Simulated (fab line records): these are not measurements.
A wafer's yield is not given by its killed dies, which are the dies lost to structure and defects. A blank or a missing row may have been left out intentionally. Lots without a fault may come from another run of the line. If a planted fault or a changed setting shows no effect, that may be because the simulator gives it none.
fab line records ; flow sky130
record: lots: 5; wafers: 15; last-day: 50
route steps=708 shown LI_CONTACT@385 LOCAL_INTERCONNECT@387 PAD_OPEN@708
lots with no fault: from the same line, run without faults
start-h: start of the lot's first displayed wafer, in hours after the record's first day ; wait-h: hours from the lot's prior step to this one ; " same as the row above ; L1.1+2: one row covering several wafers at once ; - value missing, or start not given ; * or withheld: withheld ; < > ~ a bound
route shown NAME@n: NAME is a module with steps in the file, n the number in the route of the first one ; usual: average and standard deviation across the fault-free wafers ; same: alike in all rows ; chamber/n: place in a boat ; sites: per-site readings ; _std_site: the standard deviation of these ; _edge_site: inner sites' mean taken away from outer sites' mean ; radius-mm: for every site, how far away it sits from the centre of the wafer ; mask NAME#n: copy n ; behind: the last tool/chamber to shape the wafer ; hold: reason for holding the lot/hours on hold/outcome of the hold ; device: names the non-switching transistor (n, p or np) ; end of line: the route-end tests of the same wafers ; where a step has no rows: the recipe by itself ; killed: not the wafer's yield, but the dies lost to structure and defects at the first sort ; map: a wafer's dies, marking killed ones x, the rest . and places with no die _
set.NAME: the setting as run; set.NAME@STEP: as run at that earlier step ; model.NAME: the simulator's own value behind a step, which no gauge read
lots at selected steps of the route; one table per step, one row per wafer
services: the hour from which a tool's chamber was out of use, counted from the record's first day as start-h (under 0 if before that day), plus the number of hours and why
== steps ==
step: SKY_LI_CONTACT_THK_MEAS_23
recipe: thk-meas-gauge: xrf; reads: W_of_LI_CONTACT_CVD_21
usual: LI_CONTACT_W_THK: 424/7.5
lot.wafer;tool;chamber;start-h;wait-h;LI_CONTACT_W_THK[nm]
L739.1;film-metro-01;-;734.07;0.1;425
L739.5;film-metro-01;-;734.07;0.1;419
L739.6;film-metro-01;-;734.07;0.1;420
L747.2;film-metro-04;-;791.74;0.1;416
L747.3;film-metro-04;-;791.74;0.1;425
L747.4;film-metro-04;-;791.74;0.1;417
L751.4;film-metro-01;-;821.71;0.1;423
L751.5;film-metro-01;-;821.71;0.1;421
L751.6;film-metro-01;-;821.71;0.1;425
L753.3;film-metro-04;-;836.03;0.1;419
L753.4;film-metro-04;-;836.03;0.1;422
L753.5;film-metro-04;-;836.03;0.1;421
L755.1;film-metro-04;-;844.43;0.1;420
L755.3;film-metro-04;-;844.43;0.1;426
L755.4;film-metro-04;-;844.43;0.1;422
step: SKY_LI_CONTACT_CMP_24
recipe: stop-on: PSG; t-overpolish-s: 20; down-force-psi: 3.5; platen-rpm: 60; target-thk-nm: 0; pad-velocity-m-s: 0.94248
usual: motor-current-A: 11.4/0.85; overpolish-run-s: 19.999/0.0091; time-to-endpoint-s: 103/3.2
same: t-overpolish-s: 20
lot.wafer;tool;chamber;start-h;wait-h;motor-current-A;overpolish-run-s;time-to-endpoint-s
L739.1;cmp-01;0;734.18;0.1;11.9;19.996;107
L739.5;cmp-01;3;734.18;0.1;11.2;20.012;103
L739.6;cmp-01;0;734.18;0.1;13.1;19.993;103
L747.3;cmp-02;0;791.84;0.1;11.3;20.000;100
L747.2;cmp-02;1;791.84;0.1;10.3;20.001;102
L747.4;cmp-02;2;791.84;0.1;10.9;20.003;103
L751.4;cmp-01;0;821.84;0.1;12.2;19.997;99
L751.5;cmp-01;2;821.84;0.1;10.0;20.017;103
L751.6;cmp-01;3;821.84;0.1;11.2;20.001;100
L753.4;cmp-02;1;836.13;0.1;10.6;19.991;104
L753.3;cmp-02;2;836.13;0.1;10.6;20.014;107
L753.5;cmp-02;1;836.13;0.1;9.5;19.997;103
L755.3;cmp-01;1;844.49;0.0;12.9;20.000;102
L755.1;cmp-01;2;844.49;0.0;10.7;19.996;102
L755.4;cmp-01;0;844.49;0.0;12.5;20.003;101
step: SKY_LOCAL_INTERCONNECT_SPUTTER_00
recipe: material: TiN; target-thk-nm: 100; temp-c: 300; power-w: 6500; time-s: 83.3; chamber-pressure-pa: 0.4
usual: cathode-dc-power-W: 6499.9/1.1; throttle-valve-pct: 30.2/0.95
lot.wafer;tool;chamber;start-h;wait-h;cathode-dc-power-W;throttle-valve-pct
L739.1;pvd-sputter-02;-;734.43;0.2;6500.9;29.5
L739.5;pvd-sputter-02;-;734.43;0.2;6501.6;30.1
L739.6;pvd-sputter-02;-;734.43;0.2;6500.5;29.3
L747.2;pvd-sputter-04;-;792.09;0.1;6503.2;30.9
L747.3;pvd-sputter-04;-;792.09;0.1;6501.4;30.7
L747.4;pvd-sputter-04;-;792.09;0.1;6498.6;30.3
L751.4;pvd-sputter-01;-;822.07;0.2;6499.4;28.9
L751.5;pvd-sputter-01;-;822.07;0.2;6499.5;31.8
L751.6;pvd-sputter-01;-;822.07;0.2;6500.7;30.1
L753.3;pvd-sputter-02;-;836.38;0.1;6498.5;29.6
L753.4;pvd-sputter-02;-;836.38;0.1;6500.6;29.2
L753.5;pvd-sputter-02;-;836.38;0.1;6501.3;29.3
L755.1;pvd-sputter-04;-;844.79;0.2;6498.9;30.9
L755.3;pvd-sputter-04;-;844.79;0.2;6498.3;31.2
L755.4;pvd-sputter-04;-;844.79;0.2;6501.4;31.1
step: SKY_LOCAL_INTERCONNECT_RS_MEAS_01
recipe: thk-meas-gauge: four-point-probe; reads: TiN_of_LOCAL_INTERCONNECT_SPUTTER_00
usual: LOCAL_INTERCONNECT_TIN_RS: 14.13/0.15
lot.wafer;tool;chamber;start-h;wait-h;LOCAL_INTERCONNECT_TIN_RS[ohm/sq]
L739.1;film-metro-03;-;734.49;0.0;14.08
L739.5;film-metro-03;-;734.49;0.0;13.99
L739.6;film-metro-03;-;734.49;0.0;13.94
L747.2;film-metro-04;-;792.17;0.1;14.30
L747.3;film-metro-04;-;792.17;0.1;14.19
L747.4;film-metro-04;-;792.17;0.1;14.32
L751.4;film-metro-03;-;822.16;0.1;14.22
L751.5;film-metro-03;-;822.16;0.1;14.06
L751.6;film-metro-03;-;822.16;0.1;14.07
L753.3;film-metro-02;-;836.48;0.1;14.12
L753.4;film-metro-02;-;836.48;0.1;13.99
L753.5;film-metro-02;-;836.48;0.1;14.06
L755.1;film-metro-03;-;844.85;0.0;14.35
L755.3;film-metro-03;-;844.85;0.0;14.45
L755.4;film-metro-03;-;844.85;0.0;14.39
step: SKY_LOCAL_INTERCONNECT_THK_MEAS_02
recipe: thk-meas-gauge: xrf; reads: TiN_of_LOCAL_INTERCONNECT_SPUTTER_00
usual: LOCAL_INTERCONNECT_TIN_THK: 102.1/1.2
lot.wafer;tool;chamber;start-h;wait-h;LOCAL_INTERCONNECT_TIN_THK[nm]
L739.1;film-metro-03;-;734.61;0.1;102.8
L739.5;film-metro-03;-;734.61;0.1;102.9
L739.6;film-metro-03;-;734.61;0.1;103.9
L747.2;film-metro-04;-;792.28;0.1;100.0
L747.3;film-metro-04;-;792.28;0.1;100.8
L747.4;film-metro-04;-;792.28;0.1;99.6
L751.4;film-metro-03;-;822.25;0.1;101.3
L751.5;film-metro-03;-;822.25;0.1;101.7
L751.6;film-metro-03;-;822.25;0.1;102.4
L753.3;film-metro-02;-;836.58;0.1;102.7
L753.4;film-metro-02;-;836.58;0.1;103.6
L753.5;film-metro-02;-;836.58;0.1;102.7
L755.1;film-metro-03;-;844.97;0.1;100.7
L755.3;film-metro-03;-;844.97;0.1;100.7
L755.4;film-metro-03;-;844.97;0.1;100.5
step: SKY_LOCAL_INTERCONNECT_DEHYDRATE_03
recipe: temp-c: 200; time-s: 60
step: SKY_LOCAL_INTERCONNECT_HMDS_04
recipe: prime-time-s: 60; prime-temp-c: 120
step: SKY_LOCAL_INTERCONNECT_COAT_05
recipe: resist: BARC; temp-c: withheld; time-s: withheld; spin-rpm: 3000; resist-thk-nm: 60
step: SKY_LOCAL_INTERCONNECT_COAT_06
recipe: resist: KrF-thick; spin-rpm: 3000; resist-thk-nm: 443.6
step: SKY_LOCAL_INTERCONNECT_SOFTBAKE_07
recipe: temp-c: 100; time-s: 90; resist: KrF-thick
step: SKY_LOCAL_INTERCONNECT_EXPOSE_08
recipe: mask-id: LI1M; na: 0.8; source-shape: annular; sigma-inner: 0.55; sigma-outer: 0.85; target-cd-nm: 170; dose-mj: 28
step: SKY_LOCAL_INTERCONNECT_PEB_09
recipe: peb-temp-c: withheld; peb-time-s: withheld; resist: KrF-thick
step: SKY_LOCAL_INTERCONNECT_DEVELOP_10
recipe: develop-time-s: 60; resist: KrF-thick; dev-temp-c: 21
usual: developer-temp-C: 20.98/0.11
lot.wafer;tool;chamber;start-h;wait-h;developer-temp-C
L739.1;litho-track-02;0;762;-;21.05
L739.5;litho-track-02;0;762;-;20.95
L739.6;litho-track-02;0;762;-;20.99
L747.2;litho-track-03;0;818;-;20.90
L747.3;litho-track-03;0;819;-;20.91
L747.4;litho-track-03;0;819;-;20.98
L751.4;litho-track-01;0;848;-;20.75
L751.5;litho-track-01;0;848;-;20.89
L751.6;litho-track-01;0;848;-;20.90
L753.3;litho-track-02;0;861;-;20.98
L753.4;litho-track-02;0;861;-;20.96
L753.5;litho-track-02;0;862;-;21.05
L755.1;litho-track-01;0;870;-;20.97
L755.3;litho-track-01;0;870;-;21.10
L755.4;litho-track-01;0;870;-;21.08
step: SKY_LOCAL_INTERCONNECT_CD_MEAS_11
recipe: target-cd-nm: 170
usual: cd-nm: 169.5/1.5
lot.wafer;tool;chamber;start-h;wait-h;cd-nm
L739.1;cd-sem-02;-;762.45;-;173.8
L739.5;cd-sem-02;-;762.45;-;173.6
L739.6;cd-sem-02;-;762.45;-;172.5
L747.2;cd-sem-01;-;819.14;-;168.5
L747.3;cd-sem-01;-;819.14;-;169.7
L747.4;cd-sem-01;-;819.14;-;169.8
L751.4;cd-sem-02;-;848.25;-;172.3
L751.5;cd-sem-02;-;848.25;-;171.4
L751.6;cd-sem-02;-;848.25;-;171.2
L753.3;cd-sem-01;-;862.10;-;167.8
L753.4;cd-sem-01;-;862.10;-;169.0
L753.5;cd-sem-01;-;862.10;-;169.4
L755.1;cd-sem-02;-;870.64;-;166.3
L755.3;cd-sem-02;-;870.64;-;166.8
L755.4;cd-sem-02;-;870.64;-;167.2
step: SKY_LOCAL_INTERCONNECT_OVL_MEAS_12
usual: LOCAL_INTERCONNECT_OVL: -3/4.9
lot.wafer;tool;chamber;start-h;wait-h;LOCAL_INTERCONNECT_OVL[nm]
L739.1;overlay-01;-;762.57;0.1;-11
L739.5;overlay-01;-;762.57;0.1;-4
L739.6;overlay-01;-;762.57;0.1;-17
L747.2;overlay-01;-;819.25;0.1;-2
L747.3;overlay-01;-;819.25;0.1;0
L747.4;overlay-01;-;819.25;0.1;-2
L751.4;overlay-01;-;848.33;0.1;-3
L751.5;overlay-01;-;848.33;0.1;-7
L751.6;overlay-01;-;848.33;0.1;-1
L753.3;overlay-01;-;862.19;0.1;0
L753.4;overlay-01;-;862.19;0.1;-4
L753.5;overlay-01;-;862.19;0.1;-12
L755.1;overlay-01;-;870.76;0.1;0
L755.3;overlay-01;-;870.76;0.1;-1
L755.4;overlay-01;-;870.76;0.1;-3
step: SKY_LOCAL_INTERCONNECT_ETCH_13
recipe: chemistry: N2/H2; target: BARC; ion-energy-ev: 200; bias-w: 100; pressure-mtorr: 30; n2-flow-sccm: 100; h2-flow-sccm: 200; icp-w: 500; stop-on: SiO2; time-s: 45.9; target-depth-a: 600
usual: drypump-motor-current-A: 5.8/0.36; oes-product-au: 0.855/0.0048; throttle-valve-pct: 13.224/0.0097
lot.wafer;tool;chamber;start-h;wait-h;drypump-motor-current-A;oes-product-au;rf-hours-counter-h;throttle-valve-pct;model.LOCAL_INTERCONNECT.cd-nm
L739.1;rie-metal-02;0;762.61;0.0;5.3;0.855;0;13.235;173.2
L739.5;rie-metal-02;0;762.61;0.0;5.3;0.857;-;13.223;173.4
L739.6;rie-metal-02;1;762.61;0.0;5.6;0.855;-;13.234;172
L747.2;rie-metal-02;0;819.28;0.0;5.3;0.861;2;13.231;168.5
L747.3;rie-metal-02;1;819.28;0.0;5.6;0.855;-;13.236;169.6
L747.4;rie-metal-02;0;819.28;0.0;5.3;0.859;-;13.214;169.7
L751.4;rie-metal-01;0;848.37;0.0;5.5;0.851;-;13.221;173.1
L751.5;rie-metal-01;1;848.37;0.0;6.0;0.859;-;13.232;171.9
L751.6;rie-metal-01;0;848.37;0.0;5.5;0.849;-;13.231;171.6
L753.3;rie-metal-04;1;862.23;0.0;6.4;0.860;-;13.224;168.2
L753.4;rie-metal-04;0;862.23;0.0;5.7;0.850;-;13.229;169
L753.5;rie-metal-04;1;862.23;0.0;6.4;0.857;-;13.224;170.3
L755.1;rie-metal-01;0;870.80;0.0;5.5;0.848;15;13.225;166.8
L755.3;rie-metal-01;1;870.80;0.0;6.0;0.851;-;13.228;166.9
L755.4;rie-metal-01;0;870.80;0.0;5.5;0.850;-;13.231;167.2
step: SKY_LOCAL_INTERCONNECT_METAL_ETCH_14
recipe: target-depth-nm: 110; stop-on: PSG; chemistry: Cl2/BCl3; target: TiN; resist-sidewall-deg: 88; pressure-mtorr: 10; icp-w: 900; bias-w: 48.5; Cl2_flow_sccm: 60; bcl3-flow-sccm: 30; time-s: 31.4
usual: drypump-motor-current-A: 5.8/0.36; oes-product-au: 0.942/0.0075; throttle-valve-pct: 21.901/0.0093
lot.wafer;tool;chamber;start-h;wait-h;drypump-motor-current-A;oes-product-au;rf-hours-counter-h;throttle-valve-pct;model.LOCAL_INTERCONNECT.cd-nm
L739.1;rie-metal-02;0;762.67;0.0;5.3;0.944;0;21.887;173.8
L739.5;rie-metal-02;0;762.67;0.0;5.3;0.951;-;21.901;174.1
L739.6;rie-metal-02;1;762.67;0.0;5.6;0.949;-;21.885;172.8
L747.2;rie-metal-02;0;819.34;0.0;5.3;0.937;2;21.908;169.2
L747.3;rie-metal-02;1;819.34;0.0;5.6;0.949;-;21.911;170.4
L747.4;rie-metal-02;0;819.34;0.0;5.3;0.933;-;21.906;170.2
L751.4;rie-metal-01;0;848.43;0.0;5.5;0.941;-;21.908;172.8
L751.5;rie-metal-01;1;848.43;0.0;6.0;0.943;-;21.908;171.6
L751.6;rie-metal-01;0;848.43;0.0;5.5;0.946;-;21.912;171.1
L753.3;rie-metal-04;1;862.29;0.0;6.4;0.933;-;21.897;168
L753.4;rie-metal-04;0;862.29;0.0;5.7;0.943;-;21.908;169.1
L753.5;rie-metal-04;1;862.29;0.0;6.4;0.952;-;21.909;170.2
L755.1;rie-metal-01;0;870.86;0.0;5.5;0.932;15;21.898;167.1
L755.3;rie-metal-01;1;870.86;0.0;6.0;0.926;-;21.917;167.1
L755.4;rie-metal-01;0;870.86;0.0;5.5;0.931;-;21.901;167.1
step: SKY_LOCAL_INTERCONNECT_STRIP_15
recipe: chemistry: O2/N2; power-w: 1400; pressure-mtorr: 1500; platen-temp-c: withheld; o2-flow-sccm: 3000; n2-flow-sccm: 300; overash-fraction: 0.5
usual: drypump-motor-current-A: 5.7/0.35; oes-product-au: 0.424/0.0045; strip-time-to-endpoint-s: 4.652/0.021
same: overash-fraction: 0.5
lot.wafer;tool;chamber;start-h;wait-h;drypump-motor-current-A;oes-product-au;rf-hours-counter-h;strip-time-to-endpoint-s
L739.1;plasma-asher-01;1;762.73;0.0;5.9;0.425;37;4.657
L739.5;plasma-asher-01;1;762.73;0.0;6.0;0.417;-;4.654
L739.6;plasma-asher-01;0;762.73;0.0;5.8;0.424;-;4.690
L747.2;plasma-asher-03;0;819.39;0.0;6.4;0.422;102;4.623
L747.3;plasma-asher-03;1;819.39;0.0;5.3;0.427;-;4.668
L747.4;plasma-asher-03;0;819.39;0.0;6.4;0.423;-;4.650
L751.4;plasma-asher-01;0;848.49;0.1;5.7;0.418;-;4.662
L751.5;plasma-asher-01;1;848.49;0.1;6.0;0.422;-;4.659
L751.6;plasma-asher-01;0;848.49;0.1;5.8;0.429;-;4.677
L753.3;plasma-asher-02;0;862.36;0.1;5.4;0.432;-;4.657
L753.4;plasma-asher-02;1;862.36;0.1;5.7;0.425;-;4.660
L753.5;plasma-asher-02;0;862.36;0.1;5.4;0.420;-;4.642
L755.1;plasma-asher-02;0;870.91;0.0;5.4;0.415;64;4.635
L755.3;plasma-asher-02;0;870.91;0.0;5.4;0.413;-;4.628
L755.4;plasma-asher-02;1;870.91;0.0;5.7;0.423;-;4.633
step: SKY_PAD_OPEN_PROBE_99
usual: killed_at_M0_to_M3: 43/6.5; killed_at_M4_up: 3.2/1.8; killed-at-contacts: 24/5; killed-at-front-end: 15/4.1; killed-at-other: 0.3/0.54; killed-dies: 85/9.3; killed-open: 47/7.2; killed-short: 39/5.9
same: gross-dies: 492; killed-at-back-side: 0
lot.wafer;tool;chamber;start-h;wait-h;killed_at_M0_to_M3;killed_at_M4_up;killed-at-contacts;killed-at-front-end;killed-at-other;killed-dies;killed-open;killed-short;model.etest.res-li.line-ohm-um
L739.1;prober-01;-;1119.92;0.1;49;3;30;10;2;94;45;48;73.26
L739.5;prober-01;-;1120.12;0.2;47;2;22;14;0;85;42;43;72.44
L739.6;prober-01;-;1120.17;0.2;39;2;31;17;1;90;52;37;72.94
L747.2;prober-02;-;1157.66;0.1;31;2;22;8;0;63;33;30;76.26
L747.3;prober-02;-;1157.71;0.2;39;2;32;19;0;92;56;36;75.9
L747.4;prober-02;-;1157.76;0.2;39;4;18;15;0;76;38;38;75.97
L751.4;prober-01;-;1179.14;0.2;46;3;25;19;0;93;55;38;74.85
L751.5;prober-01;-;1179.19;0.2;46;1;23;18;0;88;44;44;74.48
L751.6;prober-01;-;1179.24;0.2;29;3;20;18;0;70;41;29;74.06
L753.3;prober-01;-;1186.48;0.2;41;7;19;12;0;79;31;48;75.84
L753.4;prober-01;-;1186.53;0.2;37;4;21;20;0;82;46;36;75.11
L753.5;prober-01;-;1186.58;0.2;49;4;22;16;0;91;47;44;74.63
L755.1;prober-02;-;1191.67;0.1;34;6;23;16;0;79;39;40;77.92
L755.3;prober-02;-;1191.77;0.2;41;3;18;21;0;83;47;36;78.28
L755.4;prober-02;-;1191.82;0.2;48;2;24;8;0;82;44;37;77.57
killed by level:class
L739.1 CONTACT:geometric-particle:open=12 VIA1:geometric-particle:open=11 VIA1:geometric-particle:short=9 CONTACT:geometric-particle:short=6 METAL2:geometric-particle:short=6 LI_CONTACT:geometric-particle:open=5 POLY_GATE:geometric-particle:open=4 VIA3:geometric-particle:open=4
L739.5 METAL1:geometric-particle:short=10 VIA1:geometric-particle:open=9 CONTACT:geometric-particle:open=7 VIA1:geometric-particle:short=7 VIA3:geometric-particle:open=7 LI_CONTACT:geometric-particle:open=6 LI_CONTACT:geometric-particle:short=4 METAL2:geometric-particle:short=4
L739.6 LI_CONTACT:geometric-particle:open=9 CONTACT:geometric-particle:open=9 VIA3:geometric-particle:open=8 CONTACT:geometric-particle:short=7 METAL2:geometric-particle:short=7 VIA2:geometric-particle:open=7 FIELD_ISO:geometric-particle:open=5 POLY_GATE:geometric-particle:short=5
L747.2 VIA1:geometric-particle:open=9 CONTACT:geometric-particle:open=8 LI_CONTACT:geometric-particle:open=6 LI_CONTACT:geometric-particle:short=4 VIA1:geometric-particle:short=4 METAL1:geometric-particle:short=4 VIA2:geometric-particle:open=4 METAL2:geometric-particle:short=3
L747.3 CONTACT:geometric-particle:open=11 LI_CONTACT:geometric-particle:open=9 VIA1:geometric-particle:open=9 FIELD_ISO:geometric-particle:open=8 VIA3:geometric-particle:open=7 LI_CONTACT:geometric-particle:short=6 VIA3:geometric-particle:short=5 METAL2:geometric-particle:short=5
L747.4 VIA3:geometric-particle:open=6 CONTACT:geometric-particle:open=6 VIA2:geometric-particle:open=6 VIA1:geometric-particle:open=5 METAL1:geometric-particle:short=5 FIELD_ISO:geometric-particle:open=4 POLY_GATE:geometric-particle:short=4 VIA1:geometric-particle:short=4
L751.4 VIA1:geometric-particle:open=16 CONTACT:geometric-particle:open=9 LI_CONTACT:geometric-particle:open=7 VIA1:geometric-particle:short=7 POLY_GATE:geometric-particle:short=5 METAL1:geometric-particle:short=5 VIA3:geometric-particle:open=5 FIELD_ISO:geometric-particle:short=4
L751.5 METAL2:geometric-particle:short=9 VIA1:geometric-particle:open=9 LI_CONTACT:geometric-particle:open=8 CONTACT:geometric-particle:open=8 METAL1:geometric-particle:short=7 VIA2:geometric-particle:open=5 POLY_GATE:geometric-particle:short=5 VIA1:geometric-particle:short=5
L751.6 LI_CONTACT:geometric-particle:open=8 VIA3:geometric-particle:open=7 VIA1:geometric-particle:open=6 POLY_GATE:geometric-particle:short=5 CONTACT:geometric-particle:open=5 FIELD_ISO:geometric-particle:short=3 SPACER:geometric-particle:open=3 LI_CONTACT:geometric-particle:short=3
L753.3 CONTACT:geometric-particle:short=8 VIA1:geometric-particle:short=7 METAL1:geometric-particle:short=7 METAL4:geometric-particle:short=5 CONTACT:geometric-particle:open=5 VIA2:geometric-particle:open=5 METAL2:geometric-particle:short=4 VIA1:geometric-particle:open=4
L753.4 VIA1:geometric-particle:open=9 CONTACT:geometric-particle:open=8 VIA3:geometric-particle:open=7 FIELD_ISO:geometric-particle:short=6 POLY_GATE:geometric-particle:open=6 LI_CONTACT:geometric-particle:open=5 FIELD_ISO:geometric-particle:open=4 LI_CONTACT:geometric-particle:short=4
L753.5 METAL1:geometric-particle:short=10 VIA1:geometric-particle:open=7 VIA3:geometric-particle:open=7 CONTACT:geometric-particle:open=6 VIA2:geometric-particle:open=6 FIELD_ISO:geometric-particle:open=5 LI_CONTACT:geometric-particle:open=5 LOCAL_INTERCONNECT:geometric-particle:short=5
L755.1 LI_CONTACT:geometric-particle:open=9 VIA1:geometric-particle:open=8 CONTACT:geometric-particle:open=6 CONTACT:geometric-particle:short=6 VIA1:geometric-particle:short=6 VIA2:geometric-particle:open=5 METAL4:geometric-particle:short=5 FIELD_ISO:geometric-particle:short=4
L755.3 VIA3:geometric-particle:open=9 POLY_GATE:geometric-particle:short=8 CONTACT:geometric-particle:open=8 VIA1:geometric-particle:open=7 LI_CONTACT:geometric-particle:open=5 VIA2:geometric-particle:open=5 VIA1:geometric-particle:short=4 POLY_GATE:geometric-particle:open=3
L755.4 CONTACT:geometric-particle:open=9 VIA1:geometric-particle:open=9 METAL1:geometric-particle:short=7 VIA1:geometric-particle:short=6 CONTACT:geometric-particle:short=6 VIA2:geometric-particle:open=6 VIA3:geometric-particle:open=5 POLY_GATE:geometric-particle:open=4
== services ==
tool;chamber;start-h;hours;kind
rie-metal-02;0;723.02;10.2;repair
cmp-01;-;723.49;4.1;pm
rie-metal-02;0;733.19;-;clean
rie-metal-02;0;733.19;29.4;scheduled-down
rie-metal-02;0;733.19;29.4;vent-cycle
plasma-asher-02;-;734.70;1.1;repair
rie-metal-02;1;740.58;22.0;repair
pvd-sputter-02;-;741.70;4.7;repair
cmp-01;-;745.26;4.0;pm
plasma-asher-02;-;751.07;14.6;pm
cmp-02;-;766.65;3.1;repair
pvd-sputter-01;-;775.36;1.7;repair
rie-metal-02;0;779.14;9.0;repair
rie-metal-02;-;783.55;1.4;pm
cmp-01;-;787.43;3.0;repair
pvd-sputter-02;-;789.61;2.8;repair
plasma-asher-02;-;796.57;3.4;repair
rie-metal-04;0;799.50;5.3;repair
cmp-02;-;801.57;0.9;repair
pvd-sputter-01;-;801.59;0.9;repair
pvd-sputter-04;-;808.97;1.4;repair
pvd-sputter-04;-;816.75;6.7;repair
rie-metal-02;-;818.43;0.7;repair
cmp-01;-;852.17;13.3;pm
== key ==
first-sign: step: SKY_LOCAL_INTERCONNECT_CD_MEAS_11; reading: cd-nm; direction: up; sigmas: 2.6; usual: 169.5; struck: 173.3
effect none on later readings
model-effect: step: SKY_LOCAL_INTERCONNECT_ETCH_13; value: LOCAL_INTERCONNECT.cd-nm; without: 168.7; struck: 172.9
model-effect: step: SKY_LOCAL_INTERCONNECT_METAL_ETCH_14; value: LOCAL_INTERCONNECT.cd-nm; without: 169.5; struck: 173.6
model-effect: step: SKY_PAD_OPEN_PROBE_99; value: etest.res-li.line-ohm-um; without: 74.65; struck: 72.88
met-at SKY_LOCAL_INTERCONNECT_DEVELOP_10
struck-wafers L739.1,L739.5,L739.6
tester-left-out L739
fault: kind: process-parameter-drift; tool: litho-track-02; chamber: -; onset-h: 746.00; steps: SKY_LOCAL_INTERCONNECT_DEVELOP_10; channel: develop-time-s; offset: *; shape: step; end-h: 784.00; acts-in: *; stated: *
tester-left-out: of these lots the tester's yield and bins aren't shown, on N5 and GAA mostly nor the transistor test; their killed dies are dies lost to structure and defects alone, not to doping, threshold or leakage, so they don't give the yield
